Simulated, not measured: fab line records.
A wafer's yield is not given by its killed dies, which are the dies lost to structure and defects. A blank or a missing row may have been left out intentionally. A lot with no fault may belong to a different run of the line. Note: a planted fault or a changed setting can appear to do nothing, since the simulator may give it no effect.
Which of the tools did it? :: flow gf180mcu :: Sampling: 13 lots, 39 wafers, 6 of 602 route steps

## WHAT EACH GAUGE READ, for each wafer
GF_MVSD_TW_MEAS_11.
lot: L165
measured: day 4 09:50
on: filmMetro-03
MVSD_TW: 1571 1582 1583

lot: L166
measured: day 4 17:37
on: filmMetro-01
MVSD_TW: 1576 1577 1583

lot: L169
measured: day 5 10:54
on: filmMetro-01
MVSD_TW: 1584 1584 1587

lot: L172
measured: day 6 09:16
on: filmMetro-01
MVSD_TW: 1595 1588 1593

lot: L173
measured: day 6 14:15
on: filmMetro-01
MVSD_TW: 1591 1603 1600

lot: L174
measured: day 6 16:47
on: filmMetro-03
MVSD_TW: 1599 1582 1586

lot: L176
measured: day 7 02:35
on: filmMetro-04
MVSD_TW: 1581 1570 1572

lot: L179
measured: day 8 00:14
on: filmMetro-01
MVSD_TW: 1569 1570 1567

lot: L183
measured: day 8 23:49
on: filmMetro-03
MVSD_TW: 1729 1736 1732 1734 1732 1729

lot: L184
measured: day 9 03:21
on: filmMetro-03
MVSD_TW: 1589 1587 1597

lot: L185
measured: day 9 08:52
on: filmMetro-03
MVSD_TW: 1733 1727 1737 1732 1728 1730

lot: L186
measured: day 9 13:59
on: filmMetro-03
MVSD_TW: 1585 1602 1586

lot: L187
measured: day 9 22:01
on: filmMetro-01
MVSD_TW: 1567 1570 1578

GF_VT_IMPLANT_RS_MEAS_46: a four-point-probe measurement.
lot: L165
measured: day 7 13:36
on: filmMetro-03
MVSD_RS (ohm/sq): 457.6 456.0 458.5

lot: L166
measured: day 7 23:55
on: filmMetro-03
MVSD_RS (ohm/sq): 456.3 456.7 455.3

lot: L169
measured: day 8 20:11
on: filmMetro-03
MVSD_RS (ohm/sq): 456.3 455.3 457.2

lot: L172
measured: day 9 22:31
on: filmMetro-03
MVSD_RS (ohm/sq): 456.8 456.8 455.5

lot: L173
measured: day 10 03:29
on: filmMetro-01
MVSD_RS (ohm/sq): 455.3 454.5 454.5

lot: L174
measured: day 10 06:41
on: filmMetro-03
MVSD_RS (ohm/sq): 455.6 457.5 455.8

lot: L176
measured: day 10 16:37
on: filmMetro-04
MVSD_RS (ohm/sq): 457.9 459.2 458.4

lot: L179
measured: day 11 17:19
on: filmMetro-01
MVSD_RS (ohm/sq): 457.8 458.5 458.7

lot: L183
measured: day 12 20:26
on: filmMetro-01
MVSD_RS (ohm/sq): 393.7 393.7 392.6 393.9 392.3 392.8

lot: L184
measured: day 13 00:56
on: filmMetro-04
MVSD_RS (ohm/sq): 455.7 457.0 454.5

lot: L185
measured: day 13 07:23
on: filmMetro-01
MVSD_RS (ohm/sq): 393.6 394.5 394.4 394.7 393.8 393.9

lot: L186
measured: day 13 14:47
on: filmMetro-01
MVSD_RS (ohm/sq): 455.7 455.6 455.8

lot: L187
measured: day 13 21:56
on: filmMetro-01
MVSD_RS (ohm/sq): 455.4 454.7 455.3

GF_V3_THK_MEAS_01.
lot: L165
measured: day 21 13:50
on: filmMetro-01
V3_CVD_00_THK (nm): 588 592 602

lot: L166
measured: day 22 06:55
on: filmMetro-04
V3_CVD_00_THK (nm): 583 600 597

lot: L169
measured: day 23 05:20
on: filmMetro-02
V3_CVD_00_THK (nm): 595 599 603

lot: L172
measured: day 24 18:33
on: filmMetro-02
V3_CVD_00_THK (nm): 591 596 593

lot: L173
measured: day 25 00:18
on: filmMetro-02
V3_CVD_00_THK (nm): 597 603 598

lot: L174
measured: day 25 02:41
on: filmMetro-02
V3_CVD_00_THK (nm): 593 587 587

lot: L176
measured: day 25 14:16
on: filmMetro-04
V3_CVD_00_THK (nm): 590 596 592

lot: L179
measured: day 26 19:05
on: filmMetro-02
V3_CVD_00_THK (nm): 592 590 591

lot: L184
measured: day 28 03:46
on: filmMetro-02
V3_CVD_00_THK (nm): 599 597 602

lot: L186
measured: day 28 20:11
on: filmMetro-01
V3_CVD_00_THK (nm): 586 587 594

lot: L187
measured: day 28 22:44
on: filmMetro-04
V3_CVD_00_THK (nm): 595 593 595

## WHAT TOOL EACH LOT RAN ON (gives the tool, then ch and the chambers of the sampled wafers, and finally the start)
lot: L165
GF_MVSD_IMPLANT_08: implanter-01 ch 0, day 4 09:26
GF_V2_SPUTTER_21: pvdSputter-01, day 20 11:31
GF_M3_SPUTTER_00: pvdSputter-02, day 20 12:12

lot: L166
GF_MVSD_IMPLANT_08: implanter-01 ch 0, day 4 17:13
GF_V2_SPUTTER_21: pvdSputter-03, day 21 04:54
GF_M3_SPUTTER_00: pvdSputter-02, day 21 05:35

lot: L169
GF_MVSD_IMPLANT_08: implanter-04 ch 0, day 5 10:28
GF_V2_SPUTTER_21: pvdSputter-03, day 22 03:23
GF_M3_SPUTTER_00: pvdSputter-04, day 22 04:05

lot: L172
GF_MVSD_IMPLANT_08: implanter-04 ch 0, day 6 08:52
GF_V2_SPUTTER_21: pvdSputter-03, day 23 18:24
GF_M3_SPUTTER_00: pvdSputter-02, day 23 19:05

lot: L173
GF_MVSD_IMPLANT_08: implanter-02 ch 0, day 6 13:53
GF_V2_SPUTTER_21: pvdSputter-03, day 24 00:27
GF_M3_SPUTTER_00: pvdSputter-04, day 24 01:09

lot: L174
GF_MVSD_IMPLANT_08: implanter-04 ch 0, day 6 16:26
GF_V2_SPUTTER_21: pvdSputter-01, day 24 02:30
GF_M3_SPUTTER_00: pvdSputter-02, day 24 03:11

lot: L176
GF_MVSD_IMPLANT_08: implanter-01 ch 0, day 7 02:13
GF_V2_SPUTTER_21: pvdSputter-04, day 24 14:46
GF_M3_SPUTTER_00: pvdSputter-01, day 24 15:28

lot: L179
GF_MVSD_IMPLANT_08: implanter-04 ch 0, day 7 23:50
GF_V2_SPUTTER_21: pvdSputter-04, day 25 19:56
GF_M3_SPUTTER_00: pvdSputter-02, day 25 20:37

lot: L183
GF_MVSD_IMPLANT_08: implanter-04 ch 0, day 8 23:25
GF_V2_SPUTTER_21: -
GF_M3_SPUTTER_00: -

lot: L184
GF_MVSD_IMPLANT_08: implanter-01 ch 0, day 9 02:59
GF_V2_SPUTTER_21: pvdSputter-04, day 27 05:41
GF_M3_SPUTTER_00: pvdSputter-04, day 27 06:25

lot: L185
GF_MVSD_IMPLANT_08: implanter-04 ch 0, day 9 08:28
GF_V2_SPUTTER_21: -
GF_M3_SPUTTER_00: -

lot: L186
GF_MVSD_IMPLANT_08: implanter-02 ch 0, day 9 13:35
GF_V2_SPUTTER_21: pvdSputter-03, day 27 22:52
GF_M3_SPUTTER_00: pvdSputter-01, day 27 23:34

lot: L187
GF_MVSD_IMPLANT_08: implanter-02 ch 0, day 9 21:38
GF_V2_SPUTTER_21: pvdSputter-03, day 28 01:17
GF_M3_SPUTTER_00: pvdSputter-02, day 28 01:58
- GF_MVSD_IMPLANT_08
- GF_V2_SPUTTER_21: material Ti, target thk 15 nm, time 80.02 s.
- GF_M3_SPUTTER_00: material Ti, target thk 37.5 nm, time 150 s.

## WHAT THE TOOLS THEMSELVES READ (means of the sampled wafers that have a number; where no wafer has one, the mark that the record gives instead)
GF_MVSD_IMPLANT_08.
lot: L165
tool: implanter-01
doseIonsCm2: 1.5995e+13
faradayCurrentUA: 89.7

lot: L166
tool: implanter-01
doseIonsCm2: 1.6001e+13
faradayCurrentUA: 88.1

lot: L169
tool: implanter-04
doseIonsCm2: 1.5992e+13
faradayCurrentUA: 90.7

lot: L172
tool: implanter-04
doseIonsCm2: 1.6010e+13
faradayCurrentUA: 91.4

lot: L173
tool: implanter-02
doseIonsCm2: 1.5944e+13
faradayCurrentUA: 88.4

lot: L174
tool: implanter-04
doseIonsCm2: 1.6014e+13
faradayCurrentUA: 91.8

lot: L176
tool: implanter-01
doseIonsCm2: 1.6004e+13
faradayCurrentUA: 90.1

lot: L179
tool: implanter-04
doseIonsCm2: 1.6003e+13
faradayCurrentUA: 89.8

lot: L183
tool: implanter-04
doseIonsCm2: 2.1459e+13
faradayCurrentUA: 122.9

lot: L184
tool: implanter-01
doseIonsCm2: 1.6004e+13
faradayCurrentUA: 88.3

lot: L185
tool: implanter-04
doseIonsCm2: 2.1477e+13
faradayCurrentUA: 123.7

lot: L186
tool: implanter-02
doseIonsCm2: 1.5985e+13
faradayCurrentUA: 90.8

lot: L187
tool: implanter-02
doseIonsCm2: 1.5998e+13
faradayCurrentUA: 90.3

GF_V2_SPUTTER_21.
lot: L165
tool: pvdSputter-01
throttleValvePct (%): 29.9

lot: L166
tool: pvdSputter-03
throttleValvePct (%): 29.3

lot: L169
tool: pvdSputter-03
throttleValvePct (%): 29.7

lot: L172
tool: pvdSputter-03
throttleValvePct (%): 29.4

lot: L173
tool: pvdSputter-03
throttleValvePct (%): 29.3

lot: L174
tool: pvdSputter-01
throttleValvePct (%): 30.4

lot: L176
tool: pvdSputter-04
throttleValvePct (%): 30.3

lot: L179
tool: pvdSputter-04
throttleValvePct (%): 30.9

lot: L184
tool: pvdSputter-04
throttleValvePct (%): 29.8

lot: L186
tool: pvdSputter-03
throttleValvePct (%): 29.5

lot: L187
tool: pvdSputter-03
throttleValvePct (%): 28.9

GF_M3_SPUTTER_00.
lot: L165
tool: pvdSputter-02
throttleValvePct (%): 29.4

lot: L166
tool: pvdSputter-02
throttleValvePct (%): 29.3

lot: L169
tool: pvdSputter-04
throttleValvePct (%): 30.5

lot: L172
tool: pvdSputter-02
throttleValvePct (%): 29.5

lot: L173
tool: pvdSputter-04
throttleValvePct (%): 28.7

lot: L174
tool: pvdSputter-02
throttleValvePct (%): 29.3

lot: L176
tool: pvdSputter-01
throttleValvePct (%): 30.3

lot: L179
tool: pvdSputter-02
throttleValvePct (%): 29.2

lot: L184
tool: pvdSputter-04
throttleValvePct (%): 29.8

lot: L186
tool: pvdSputter-01
throttleValvePct (%): 30.4

lot: L187
tool: pvdSputter-02
throttleValvePct (%): 28.7

## THE ANSWER, worked out from the rows above alone
Rule: the lots themselves supply what counts as usual. The widest of any qualifying gaps counts: lots, ordered by their means at a reading, are off when they make up no more than a third of the lots, leave a main group of 4 or more, and stand apart from it by 3 or more times the standard deviation of that group's means. The tables above print the reading to a certain number of digits; a main group whose means all agree to those digits is not used. A lot without any number at a reading at which 4 lots or more have one is off too. Where the step has rows for the other lots, those lots are counted as sound. First the gauges in route order, then the tools' own readings, where a lot's mean is used as printed above. At the first step where some lot is off, the reading lying furthest off is the one used; lots without a number count as furthest.
Off: L183, L185, seen at GF_MVSD_TW_MEAS_11 (MVSD_TW). Main group: mean 1583, sd 9.1.
If a tool, at a process step before that reading, ran all the lots that are off and no sound lot after the first of them, it fits. The gauges at GF_MVSD_TW_MEAS_11 aren't tried: what is off there is off at GF_VT_IMPLANT_RS_MEAS_46 too, on other tools, and a gauge's error can't cause that. One fits: implanter-04 at GF_MVSD_IMPLANT_08. A fault onset in the window from L179 (day 7 23:50, its last sound lot) to L183 (day 8 23:25, its first lot off) fits.
The tool's own readings at GF_MVSD_IMPLANT_08 bear it out: on the lots that are off they differ by more than 5 times the standard deviation of the sound lots' means. doseIonsCm2 reads 2.1468e+13 there against 1.5995e+13 on the sound lots; faradayCurrentUA reads 123.3 there against 89.9 on the sound lots.

## WHAT THE SIMULATOR HAD INSERTED
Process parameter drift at GF_MVSD_IMPLANT_08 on implanter-04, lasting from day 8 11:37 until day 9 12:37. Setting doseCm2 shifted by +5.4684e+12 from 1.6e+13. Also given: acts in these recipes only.
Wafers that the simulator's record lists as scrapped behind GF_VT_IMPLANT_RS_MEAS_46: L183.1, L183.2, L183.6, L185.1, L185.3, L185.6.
Lots struck among those shown: L183, L185. This agrees with what the rule above found.
